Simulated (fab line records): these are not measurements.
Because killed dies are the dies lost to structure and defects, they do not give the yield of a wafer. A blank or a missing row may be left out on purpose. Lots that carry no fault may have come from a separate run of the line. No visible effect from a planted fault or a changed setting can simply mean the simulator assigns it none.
Which tool is to blame? | flow sky130 | 13 lots with 39 wafers sampled at 4 steps, on a route of 708 steps

## WHAT EACH GAUGE READ, for each wafer
SKY_PASSIVATION_THK_MEAS_03. Usual: for PASSIVATION_CVD_02_THK the level is 540 nm and the standard deviation is 7.3.
lot  | measured     | on            | PASSIVATION_CVD_02_THK (nm) | flag
L830 | day 44 03:13 | film metro-02 | 544 541 540                 |
L831 | day 44 10:30 | film metro-02 | 555 540 543                 |
L835 | day 45 14:28 | film metro-02 | 523 533 541                 |
L836 | day 45 18:10 | film metro-02 | 532 531 535                 |
L842 | day 47 12:58 | film metro-04 | 542 544 540                 |
L843 | day 47 16:01 | film metro-02 | 530 544 549                 |
L846 | day 48 07:11 | film metro-04 | 546 551 551                 |
L847 | day 48 08:22 | film metro-04 | 537 547 545                 |
L848 | day 48 23:01 | film metro-04 | 533 546 544                 |
L850 | day 49 03:33 | film metro-03 | 540 531 537                 |
L851 | day 49 17:46 | film metro-04 | 545 528 548                 |
L852 | day 49 21:12 | film metro-04 | 530 536 543                 |
L853 | day 50 02:12 | film metro-04 | 533 548 547                 |

## WHICH TOOL RAN EACH LOT (tool, then ch and the chambers of the sampled wafers, then the start)
lot  | SKY_METAL1_SPUTTER_00        | SKY_VIA4_SPUTTER_17          | SKY_METAL5_SPUTTER_01
L830 | pvd sputter-04, day 31 16:49 | pvd sputter-02, day 43 02:13 | pvd sputter-04, day 43 02:55
L831 | pvd sputter-04, day 32 01:53 | pvd sputter-04, day 43 09:17 | pvd sputter-02, day 43 10:01
L835 | pvd sputter-01, day 33 15:07 | pvd sputter-04, day 44 15:00 | pvd sputter-03, day 44 15:43
L836 | pvd sputter-01, day 33 18:17 | pvd sputter-04, day 44 18:46 | pvd sputter-04, day 44 19:29
L842 | pvd sputter-04, day 35 23:47 | pvd sputter-04, day 46 14:26 | pvd sputter-04, day 46 15:12
L843 | pvd sputter-03, day 36 01:58 | pvd sputter-02, day 46 18:18 | pvd sputter-04, day 46 19:01
L846 | pvd sputter-04, day 37 02:55 | pvd sputter-01, day 47 09:48 | pvd sputter-03, day 47 10:42
L847 | pvd sputter-03, day 37 03:17 | pvd sputter-01, day 47 11:07 | pvd sputter-04, day 47 12:01
L848 | pvd sputter-03, day 37 20:28 | pvd sputter-04, day 48 01:41 | pvd sputter-04, day 48 02:24
L850 | pvd sputter-03, day 38 03:05 | pvd sputter-01, day 48 07:03 | pvd sputter-03, day 48 07:46
L851 | pvd sputter-01, day 38 21:53 | pvd sputter-01, day 48 20:51 | pvd sputter-04, day 48 21:49
L852 | pvd sputter-01, day 39 05:40 | pvd sputter-02, day 49 01:05 | pvd sputter-02, day 49 02:15
L853 | pvd sputter-04, day 39 13:41 | pvd sputter-01, day 49 08:12 | pvd sputter-03, day 49 08:55
- SKY_METAL1_SPUTTER_00: material Ti, target thk 15 nm, time 10 s.
- SKY_VIA4_SPUTTER_17: material TiN, target thk 20 nm, time 80 s.
- SKY_METAL5_SPUTTER_01: material TiN, target thk 20 nm, time 16.7 s.

## AS READ BY THE TOOLS THEMSELVES (means over the sampled wafers that have a number; for cases with no such wafer, the mark the record gives instead)
SKY_METAL1_SPUTTER_00. Usual: throttle valve pct at 29.9 %, with a standard deviation of 0.67.
lot  | tool           | throttle valve pct (%) | flag
L830 | pvd sputter-04 | 29.9                   |
L831 | pvd sputter-04 | 29.7                   |
L835 | pvd sputter-01 | 30.1                   |
L836 | pvd sputter-01 | 30.1                   |
L842 | pvd sputter-04 | 30.0                   |
L843 | pvd sputter-03 | 29.3                   |
L846 | pvd sputter-04 | 29.3                   |
L847 | pvd sputter-03 | 30.1                   |
L848 | pvd sputter-03 | 30.6                   |
L850 | pvd sputter-03 | 29.6                   |
L851 | pvd sputter-01 | 29.5                   |
L852 | pvd sputter-01 | 30.1                   |
L853 | pvd sputter-04 | 29.6                   |

SKY_VIA4_SPUTTER_17. Usual: throttle valve pct at 29.9 %, with a standard deviation of 0.88.
lot  | tool           | throttle valve pct (%) | flag
L830 | pvd sputter-02 | 29.4                   |
L831 | pvd sputter-04 | 29.4                   |
L835 | pvd sputter-04 | 29.6                   |
L836 | pvd sputter-04 | 29.7                   |
L842 | pvd sputter-04 | 29.7                   |
L843 | pvd sputter-02 | 29.5                   |
L846 | pvd sputter-01 | 29.5                   |
L847 | pvd sputter-01 | 29.9                   |
L848 | pvd sputter-04 | 29.6                   |
L850 | pvd sputter-01 | 30.2                   |
L851 | pvd sputter-01 | 29.5                   |
L852 | pvd sputter-02 | 30.0                   |
L853 | pvd sputter-01 | 29.7                   |

SKY_METAL5_SPUTTER_01. Usual: throttle valve pct at 30.0 %, with a standard deviation of 0.86.
lot  | tool           | throttle valve pct (%) | flag
L830 | pvd sputter-04 | 29.7                   |
L831 | pvd sputter-02 | 29.6                   |
L835 | pvd sputter-03 | 30.5                   |
L836 | pvd sputter-04 | 29.9                   |
L842 | pvd sputter-04 | 30.3                   |
L843 | pvd sputter-04 | 29.5                   |
L846 | pvd sputter-03 | 29.8                   |
L847 | pvd sputter-04 | 30.0                   |
L848 | pvd sputter-04 | 29.9                   |
L850 | pvd sputter-03 | 30.4                   |
L851 | pvd sputter-04 | 30.3                   |
L852 | pvd sputter-02 | 30.6                   |
L853 | pvd sputter-03 | 30.4                   |

## THE ANSWER, worked out from the rows above alone
Rule: take the mean of a lot's wafers that have a number; if it is more than 3 standard deviations from the usual mean, the lot is off. Also off: a lot with no number at a reading for which 4 or more lots have one. Where the step has rows for the other lots, those lots are counted as sound. Order of review: gauges by route order, followed by the tools' own readings, for which a lot's mean as printed above is used. The first step at which some lot is off is used, and at that step the reading that is off furthest; a lot without a number counts as furthest.
Nothing can be told from this: no lot is off at any reading shown.

## WHAT THE SIMULATOR HAD PUT IN
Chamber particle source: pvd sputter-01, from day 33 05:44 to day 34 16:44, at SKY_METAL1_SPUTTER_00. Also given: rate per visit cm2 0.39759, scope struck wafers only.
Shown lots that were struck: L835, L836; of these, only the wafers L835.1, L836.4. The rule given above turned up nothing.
